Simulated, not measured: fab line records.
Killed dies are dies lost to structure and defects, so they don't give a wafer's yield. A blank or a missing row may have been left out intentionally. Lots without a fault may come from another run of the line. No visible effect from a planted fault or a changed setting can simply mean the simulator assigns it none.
Problem report in the 8D (eight disciplines) form, filled by code | flow gf180mcu | the parts of the form that need people (team, actions taken, sign-off) are left out

1. PROBLEM STATEMENT
GF_MIM_SPUTTER_04, chamberPressurePa: mean 0.5086 Pa over 1 wafer from 1 lot; wafers with no fault: 0.4001 Pa, standard deviation 0.00068. That is +99 or more standard deviations from the usual mean.
The step: material TiN, target thk 50 nm, time 41.7 s.
The first sign was on wafer L512.3 at day 26 16:34, on pvdSputter-03. Wafers with a number at this step in the record: 15, from 5 lots. By rule, "out" or "out of limits" means more than 4 standard deviations away from the usual mean. Any other wafer with a number is counted as sound.

2. WHAT IT IS, WHAT IT ISN'T
question                    | is                | is not
which readings at this step | chamberPressurePa | -
which lots                  | L512              | L507, L511, L526, L529
which wafers of those lots  | L512.3            | L512.2, L512.4
read on which tools         | pvdSputter-03     | pvdSputter-01
when                        | from day 26 16:34 | up to then (8 sound wafers); but 6 sound wafers of L526, L529 came after

3. SUSPECTS, AND WHAT RULES EACH OUT
Counting: any tool at a process step up to the reading remains a suspect provided it ran every lot that is out. Sound lots after the first of them don't rule it out here, since some wafers of a struck lot are sound.
- cmp-02 at GF_V4_CMP_26 (polishes, stops on SiO2, t overpolish 15 s, target thk 0 nm): kept. It ran the lot that is out, L512 (day 26 16:05).
- pvdSputter-03 at GF_MIM_SPUTTER_04 (material TiN, target thk 50 nm, time 41.7 s): kept. The lot that is out, L512, ran on it at day 26 16:34; the last sound lot it ran before that was L511, at day 26 05:22. Out on those wafers are its own readings of chamberPressurePa.
- cmp-02, GF_V4_CMP_26: wafers that are out in chamber 0, sound lot-mates in chambers 1, 3.
After counting, cmp-02 at GF_V4_CMP_26 and pvdSputter-03 at GF_MIM_SPUTTER_04 remain.

4. THE CAUSE (what the simulator had put in)
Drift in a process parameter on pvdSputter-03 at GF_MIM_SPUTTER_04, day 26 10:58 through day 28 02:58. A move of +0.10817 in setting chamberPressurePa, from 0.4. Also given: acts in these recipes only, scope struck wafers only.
This tool is one of the 2 suspects left after counting.

5. SEQUENCE OF EFFECTS, ordered by route
One row per reading whose mean, taken over the struck wafers that have a number, lies over 3 standard deviations from the usual. Only readings whose record carries a usual standard deviation are examined. hours: median over the lots of the time between each lot's start at the first step of this table that gives one and its start at this step. sigmas: the change, counted in usual standard deviations.
hours | step              | reading           | usual     | on struck wafers | change  | sigmas
0     | GF_MIM_SPUTTER_04 | chamberPressurePa | 0.4001 Pa | 0.5086           | +0.1085 | +99 or more
0     | GF_MIM_SPUTTER_04 | throttleValvePct  | 29.8 %    | 25.9             | -3.9    | -3.3
Process steps it contains:
- GF_MIM_SPUTTER_04: material TiN, target thk 50 nm, time 41.7 s.
Later measuring or inspecting steps at which every struck wafer that the step has a row for has a number for every such reading, and none has moved that far: GF_MIM_THK_MEAS_06, GF_MIM_RS_MEAS_10, GF_MIM_THK_MEAS_11, GF_M5_CD_MEAS_07, GF_M5_OVL_MEAS_08.

6. WHAT WOULD HAVE CAUGHT IT SOONER
In this record the first reading out of limits was taken at day 26 16:34, 6 hours after the fault began at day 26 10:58.
